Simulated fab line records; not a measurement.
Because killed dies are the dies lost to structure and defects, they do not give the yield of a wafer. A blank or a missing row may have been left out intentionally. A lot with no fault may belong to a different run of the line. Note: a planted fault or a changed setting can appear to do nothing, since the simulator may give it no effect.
fab line records	flow gf180mcu
[record] lots = 11	wafers = 33	last-day = 34
route steps=602 shown NSD@244 V1@350 M2@367 V2@386
lots with no fault: from the same line, run without faults
start-h: start of the lot's first displayed wafer, in hours after the record's first day	wait-h: how many hours have passed since the lot's step before this one	" repeats the value in the row above	L1.1+2: several wafers, shown together as one row	- no value, or no start given	* or withheld: withheld	< > ~ a bound
route shown NAME@n: NAME is a module with steps in the file, n the number in the route of the first one	usual: mean/standard deviation taken from wafers without a fault	same: alike in all rows	chamber/n: place in a boat	sites: the reading at each site	_std_site: the standard deviation of these	_edge_site: outer sites' mean less inner sites'	radius-mm: for every site, how far away it sits from the centre of the wafer	mask NAME#n: copy n	behind: tool/chamber where the wafer was last shaped	hold: what put the lot on hold/how long, in hours/how the hold closed	device: the transistor (n, p or np) that didn't switch	end of line: at the end of the route, the tests of the same wafers	step lacking rows: just its recipe	killed: count of dies lost to structure and defects at first sort (not the wafer's yield)	map: shows each die of a wafer: x if killed, . if not, _ if none is there
set.NAME: the setting that was run; set.NAME@STEP: the one run at that earlier step	model.NAME: the simulator's own value behind a step, which no gauge read
steps of the route over a sample of lots; a table a step, a row a wafer
services: from which hour (start-h, from the record's first day; less than 0 if before it) a tool's chamber was out of use, for how many hours, and why
[[steps]]
[step GF_NSD_IMPLANT_09]
[recipe] species = As	energy-kev = 60	dose-cm2 = 4e+15	tilt-deg = 7
[usual] beam-on-s = 18.4/1.4	dose-ions-cm2 = 4e+15/4.2e+12	faraday-current-uA = 11953/860
lot.wafer	tool	chamber	start-h	wait-h	beam-on-s	dose-ions-cm2	faraday-current-uA
L504.2	implanter-04	0	295.35	0.0	19.7	4.012e+15	11201
L504.4	"	0	"	"	20.1	4.002e+15	10880
L504.6	"	0	"	"	19.9	4.01e+15	11029
L505.2	implanter-04	0	304.50	0.0	19.4	3.991e+15	11302
L505.4	"	0	"	"	20.1	3.997e+15	10927
L505.6	"	0	"	"	20.2	3.994e+15	10932
L512.2	implanter-04	0	380.15	0.0	9.8	1.523e+15	8521
L512.4	"	0	"	"	10.0	1.522e+15	8426
L512.5	"	0	"	"	9.8	1.522e+15	8546
L513.3	implanter-04	0	391.83	0.1	9.9	1.521e+15	8439
L513.5	"	0	"	"	9.8	1.517e+15	8517
L513.6	"	0	"	"	9.9	1.523e+15	8397
L514.1	implanter-02	0	402.47	0.0	17.5	4.006e+15	12446
L514.3	"	0	"	"	16.8	4.005e+15	13012
L514.6	"	0	"	"	17.1	4.007e+15	12714
L516.4	implanter-02	0	413.05	0.1	16.8	4.002e+15	12994
L516.5	"	0	"	"	16.4	4e+15	13293
L516.6	"	0	"	"	16.9	3.999e+15	12930
L517.1	implanter-03	0	424.77	0.0	18.6	3.998e+15	11833
L517.3	"	0	"	"	18.2	4.002e+15	12084
L517.4	"	0	"	"	17.9	4.004e+15	12157
L522.1	implanter-02	0	463.67	0.0	16.9	3.998e+15	12883
L522.2	"	0	"	"	16.4	4e+15	13297
L522.5	"	0	"	"	16.7	4.003e+15	13055
L524.4	implanter-03	0	466.90	0.1	17.8	3.999e+15	12315
L524.5	"	0	"	"	18.1	3.994e+15	12087
L524.6	"	0	"	"	18.0	4e+15	12128
L525.3	implanter-04	0	475.63	0.1	20.0	3.996e+15	10940
L525.4	"	0	"	"	20.3	4.002e+15	10827
L525.5	"	0	"	"	20.5	4.001e+15	10673
L526.2	implanter-02	0	484.40	0.0	16.8	4.004e+15	13002
L526.4	"	0	"	"	17.0	4e+15	12812
L526.5	"	0	"	"	16.5	3.998e+15	13195
[step GF_NSD_STRIP_11]
[recipe] chemistry = O2/N2	power-w = 1400	pressure-mtorr = 1500	platen-temp-c = 250	o2-flow-sccm = 3000	n2-flow-sccm = 300	overash-fraction = 0.5
[usual] drypump-motor-current-A = 5.51/0.22	heater-power-w = 317/35	oes-product-au = 0.486/0.0043	platen-temp-c = 250.02/0.17	strip-time-to-endpoint-s = 22.96/0.042
lot.wafer	tool	chamber	start-h	wait-h	drypump-motor-current-A	heater-power-w	oes-product-au	platen-temp-c	rf-hours-counter-h	strip-time-to-endpoint-s
L504.2	plasma-asher-01	1	295.63	0.1	5.83	279	0.483	250.22	47	22.89
L504.4	"	0	"	"	5.27	365	0.486	250.21	-	22.93
L504.6	"	1	"	"	5.84	286	0.482	250.13	-	22.92
L505.2	plasma-asher-03	1	304.78	0.1	5.57	309	0.485	250.16	66	23.04
L505.4	"	0	"	"	5.20	355	0.485	250.21	-	22.97
L505.6	"	0	"	"	5.20	361	0.483	250.31	-	22.99
L512.2	plasma-asher-01	0	380.43	0.1	5.29	373	0.539	250.11	56	19.42
L512.4	"	1	"	"	5.86	282	0.535	250.15	-	19.40
L512.5	"	0	"	"	5.30	359	0.528	249.94	-	19.43
L513.3	plasma-asher-01	0	392.11	0.1	5.32	368	0.532	250.09	-	19.37
L513.5	"	1	"	"	5.84	284	0.533	250.01	-	19.32
L513.6	"	0	"	"	5.30	360	0.532	249.92	-	19.31
L514.1	plasma-asher-03	1	402.77	0.1	5.58	321	0.487	249.89	76	22.93
L514.3	"	1	"	"	5.59	318	0.489	249.92	-	22.95
L514.6	"	0	"	"	5.22	366	0.488	249.82	-	22.92
L516.4	plasma-asher-04	0	413.31	0.1	5.63	274	0.482	250.00	-	22.98
L516.5	"	0	"	"	5.62	279	0.486	249.60	-	22.95
L516.6	"	1	"	"	5.37	306	0.497	249.92	-	22.96
L517.1	plasma-asher-04	1	425.07	0.1	5.38	303	0.495	250.08	29	22.93
L517.3	"	1	"	"	5.46	306	0.494	250.32	-	22.95
L517.4	"	0	"	"	5.65	278	0.485	250.17	-	22.93
L522.1	plasma-asher-01	1	463.97	0.1	5.83	276	0.483	250.16	65	22.93
L522.2	"	0	"	"	5.26	360	0.483	249.94	65	22.94
L522.5	"	0	"	"	5.28	369	0.488	249.98	-	22.89
L524.4	plasma-asher-01	0	467.16	0.1	5.32	375	0.479	249.96	-	22.98
L524.5	"	1	"	"	5.82	284	0.493	250.28	-	23.01
L524.6	"	0	"	"	5.30	361	0.496	250.12	-	22.99
L525.3	plasma-asher-01	0	475.92	0.1	5.32	366	0.485	249.89	-	22.94
L525.4	"	1	"	"	5.83	283	0.489	250.32	-	22.97
L525.5	"	1	"	"	5.85	285	0.490	249.93	-	22.94
L526.2	plasma-asher-03	0	484.67	0.1	5.23	348	0.487	250.00	86	22.97
L526.4	"	0	"	"	5.19	356	0.483	249.91	-	22.96
L526.5	"	0	"	"	5.22	359	0.491	250.00	-	22.95
[step GF_NSD_TW_MEAS_12]
[usual] NSD_TW = 4250/51
lot.wafer	tool	chamber	start-h	wait-h	NSD_TW
L504.2	film-metro-02	-	295.74	0.1	4228
L504.4	"	-	"	"	4201
L504.6	"	-	"	"	4220
L505.2	film-metro-04	-	304.89	0.1	4373
L505.4	"	-	"	"	4361
L505.6	"	-	"	"	4359
L512.2	film-metro-03	-	380.54	0.1	4092
L512.4	"	-	"	"	4091
L512.5	"	-	"	"	4082
L513.3	film-metro-04	-	392.19	0.1	4143
L513.5	"	-	"	"	4155
L513.6	"	-	"	"	4145
L514.1	film-metro-03	-	402.87	0.1	4193
L514.3	"	-	"	"	4201
L514.6	"	-	"	"	4195
L516.4	film-metro-02	-	413.40	0.1	4234
L516.5	"	-	"	"	4248
L516.6	"	-	"	"	4229
L517.1	film-metro-02	-	425.17	0.1	4230
L517.3	"	-	"	"	4244
L517.4	"	-	"	"	4255
L522.1	film-metro-03	-	464.07	0.1	4216
L522.2	"	-	"	"	4187
L522.5	"	-	"	"	4181
L524.4	film-metro-04	-	467.25	0.1	4338
L524.5	"	-	"	"	4342
L524.6	"	-	"	"	4311
L525.3	film-metro-02	-	476.00	0.1	4244
L525.4	"	-	"	"	4248
L525.5	"	-	"	"	4261
L526.2	film-metro-04	-	484.78	0.1	4269
L526.4	"	-	"	"	4291
L526.5	"	-	"	"	4302
[step GF_PSD_RS_MEAS_14]
[recipe] thk-meas-gauge = four-point-probe
[usual] NSD_RS = 46.14/0.12
lot.wafer	tool	chamber	start-h	wait-h	NSD_RS[ohm/sq]
L504.2	film-metro-04	-	315.95	0.1	45.96
L504.4	"	-	"	"	45.88
L504.6	"	-	"	"	45.98
L505.2	film-metro-04	-	324.53	0.1	45.88
L505.4	"	-	"	"	46.08
L505.6	"	-	"	"	45.95
L512.2	film-metro-04	-	404.11	0.1	59.52
L512.4	"	-	"	"	59.41
L512.5	"	-	"	"	59.38
L513.3	film-metro-02	-	416.38	0.1	59.51
L513.5	"	-	"	"	59.60
L513.6	"	-	"	"	59.63
L514.1	film-metro-03	-	427.12	0.1	46.27
L514.3	"	-	"	"	46.23
L514.6	"	-	"	"	46.30
L516.4	film-metro-03	-	437.74	0.1	46.32
L516.5	"	-	"	"	46.25
L516.6	"	-	"	"	46.33
L517.1	film-metro-03	-	450.27	0.1	46.19
L517.3	"	-	"	"	46.32
L517.4	"	-	"	"	46.28
L522.1	film-metro-03	-	489.00	0.1	46.23
L522.2	"	-	"	"	46.21
L522.5	"	-	"	"	46.18
L524.4	film-metro-04	-	491.09	0.1	45.97
L524.5	"	-	"	"	45.96
L524.6	"	-	"	"	45.85
L525.3	film-metro-04	-	500.22	0.1	45.99
L525.4	"	-	"	"	45.98
L525.5	"	-	"	"	46.00
L526.2	film-metro-03	-	509.19	0.1	46.14
L526.4	"	-	"	"	46.15
L526.5	"	-	"	"	46.20
[step GF_V1_OVL_MEAS_15]
[usual] V1_OVL = 1/5.3
lot.wafer	tool	chamber	start-h	wait-h	V1_OVL[nm]
L504.2	overlay-01	-	407.84	0.1	-4
L504.4	"	-	"	"	-3
L504.6	"	-	"	"	3
L505.2	overlay-01	-	418.71	0.1	-2
L505.4	"	-	"	"	-16
L505.6	"	-	"	"	-6
L512.2	overlay-02	-	504.20	0.1	3
L512.4	"	-	"	"	3
L512.5	"	-	"	"	8
L513.3	overlay-01	-	517.41	0.1	4
L513.5	"	-	"	"	1
L513.6	"	-	"	"	2
L514.1	overlay-02	-	527.40	0.1	-11
L514.3	"	-	"	"	-11
L514.6	"	-	"	"	-11
L516.4	overlay-02	-	538.12	0.1	4
L516.5	"	-	"	"	-3
L516.6	"	-	"	"	3
L517.1	overlay-02	-	548.85	0.1	7
L517.3	"	-	"	"	7
L517.4	"	-	"	"	7
L522.1	overlay-02	-	585.45	0.1	3
L522.2	"	-	"	"	0
L522.5	"	-	"	"	11
L524.4	overlay-02	-	586.72	0.1	10
L524.5	"	-	"	"	7
L524.6	"	-	"	"	2
L525.3	overlay-02	-	594.01	0.1	2
L525.4	"	-	"	"	7
L525.5	"	-	"	"	-1
L526.2	overlay-01	-	602.60	0.1	4
L526.4	"	-	"	"	8
L526.5	"	-	"	"	3
[step GF_M2_RS_MEAS_05]
[recipe] thk-meas-gauge = four-point-probe	reads = TiN_of_M2_SPUTTER_04+Ti_of_M2_SPUTTER_03+AlCu_of_M2_SPUTTER_02+TiN_of_M2_SPUTTER_01+Ti_of_M2_SPUTTER_00
[usual] M2_ALCU_RS = 0.0690/0.00084
lot.wafer	tool	chamber	start-h	wait-h	M2_ALCU_RS[ohm/sq]
L504.2	film-metro-01	-	409.54	0.0	0.0681
L504.4	"	-	"	"	0.0681
L504.6	"	-	"	"	0.0675
L505.2	film-metro-02	-	420.53	0.0	0.0698
L505.4	"	-	"	"	0.0690
L505.6	"	-	"	"	0.0695
L512.2	film-metro-02	-	505.84	0.0	0.0694
L512.4	"	-	"	"	0.0688
L512.5	"	-	"	"	0.0682
L513.3	film-metro-02	-	519.05	0.1	0.0702
L513.5	"	-	"	"	0.0694
L513.6	"	-	"	"	0.0689
L514.1	film-metro-03	-	529.02	0.0	0.0704
L514.3	"	-	"	"	0.0696
L514.6	"	-	"	"	0.0708
L516.4	film-metro-02	-	539.78	0.1	0.0688
L516.5	"	-	"	"	0.0679
L516.6	"	-	"	"	0.0679
L517.1	film-metro-03	-	550.46	0.0	0.0697
L517.3	"	-	"	"	0.0691
L517.4	"	-	"	"	0.0683
L522.1	film-metro-02	-	587.13	0.0	0.0692
L522.2	"	-	"	"	0.0683
L522.5	"	-	"	"	0.0690
L524.4	film-metro-03	-	588.41	0.1	0.0688
L524.5	"	-	"	"	0.0691
L524.6	"	-	"	"	0.0706
L525.3	film-metro-02	-	595.68	0.1	0.0703
L525.4	"	-	"	"	0.0688
L525.5	"	-	"	"	0.0691
L526.2	film-metro-03	-	604.24	0.0	0.0694
L526.4	"	-	"	"	0.0687
L526.5	"	-	"	"	0.0696
[step GF_V2_CMP_04]
[recipe] material = SiO2	down-force-psi = 4	platen-rpm = 60	pad-velocity-m-s = 0.94248
[usual] motor-current-A = 12.1/1	time-to-endpoint-s = 78/5.4
lot.wafer	tool	chamber	start-h	wait-h	motor-current-A	time-to-endpoint-s
L504.2	cmp-02	0	434.38	0.0	12.7	81
L504.4	"	2	"	"	12.6	87
L504.6	"	0	"	"	12.9	84
L505.2	cmp-01	2	446.21	0.1	12.1	76
L505.4	"	3	"	"	10.8	74
L505.6	"	1	"	"	9.8	79
L512.4	cmp-01	3	530.10	0.0	10.8	75
L512.2	"	2	"	"	11.9	69
L512.5	"	3	"	"	10.0	79
L513.3	cmp-01	0	543.18	0.1	12.9	73
L513.5	"	2	"	"	12.3	78
L513.6	"	3	"	"	10.7	79
L514.1	cmp-02	0	552.42	0.1	12.1	78
L514.3	"	1	"	"	13.0	85
L514.6	"	3	"	"	12.8	86
L516.4	cmp-01	1	563.27	0.1	10.2	80
L516.5	"	0	"	"	11.9	85
L516.6	"	1	"	"	10.4	80
L517.4	cmp-01	0	573.54	0.0	12.7	82
L517.3	"	1	"	"	10.8	76
L517.1	"	2	"	"	12.2	77
L522.1	cmp-01	2	609.36	0.1	11.9	81
L522.2	"	0	"	"	12.4	79
L522.5	"	3	"	"	11.0	84
L524.4	cmp-02	0	610.35	0.2	13.5	69
L524.6	"	1	"	"	12.9	81
L524.5	"	2	"	"	12.8	81
L525.3	cmp-02	1	617.85	0.0	13.1	71
L525.4	"	2	"	"	12.9	70
L525.5	"	2	"	"	12.6	72
L526.2	cmp-02	1	626.79	0.1	13.4	77
L526.4	"	2	"	"	13.4	83
L526.5	"	0	"	"	13.2	81
[[services]]
tool	chamber	start-h	hours	kind
implanter-02	-	279.02	1.5	repair
plasma-asher-01	-	290.64	1.4	repair
implanter-02	-	292.07	6.0	pm
cmp-01	-	332.21	4.7	repair
plasma-asher-01	-	334.78	21.4	pm
cmp-01	-	354.78	0.3	repair
cmp-01	-	366.54	0.2	repair
implanter-02	-	370.83	4.5	pm
cmp-01	-	404.00	4.0	pm
cmp-02	-	414.04	2.6	repair
cmp-01	-	416.68	3.3	pm
cmp-01	-	429.11	1.6	repair
implanter-04	-	430.82	3.7	repair
implanter-02	-	436.93	0.9	repair
implanter-02	-	442.24	5.0	repair
cmp-01	-	443.02	2.3	repair
cmp-01	-	532.65	5.9	repair
implanter-02	-	548.46	1.3	repair
cmp-02	-	572.00	4.0	pm
cmp-02	-	576.00	3.5	pm
implanter-02	-	596.89	1.4	repair
cmp-01	-	597.70	6.1	pm
cmp-02	-	618.41	4.5	pm
implanter-04	-	620.36	0.8	repair
[[key]]
[first-sign] step = GF_NSD_IMPLANT_09	reading = dose-ions-cm2	direction = down	sigmas = 99+	usual = 4e+15	struck = 1.521e+15
[effect] step = GF_NSD_IMPLANT_09	reading = beam-on-s	direction = down	sigmas = 6.2	usual = 18.4	struck = 9.9
[effect] step = GF_NSD_STRIP_11	reading = strip-time-to-endpoint-s	direction = down	sigmas = 86	usual = *	struck = *
[effect] step = GF_NSD_TW_MEAS_12	reading = NSD_TW	direction = down	sigmas = 2.6	usual = 4250	struck = 4118
[effect] step = GF_PSD_RS_MEAS_14	reading = NSD_RS	direction = up	sigmas = 99+	usual = 46.14	struck = 59.51
met-at GF_NSD_IMPLANT_09
struck-lots L512,L513
tester-left-out L512,L513
not-acting-at GF_V1_OVL_MEAS_15,GF_M2_RS_MEAS_05,GF_V2_CMP_04
onset-between 304.50 380.15
[fault] kind = process-parameter-drift	tool = implanter-04	chamber = -	onset-h = 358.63	steps = GF_NSD_IMPLANT_09	channel = dose-cm2	offset = -2.4795e+15	shape = step	end-h = 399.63	acts-in = these-recipes-only	stated = 4e+15
// tester-left-out: of these lots the tester's yield and bins aren't shown, on N5 and GAA mostly nor the transistor test; their killed dies are dies lost to structure and defects alone, not to doping, threshold or leakage, so they don't give the yield
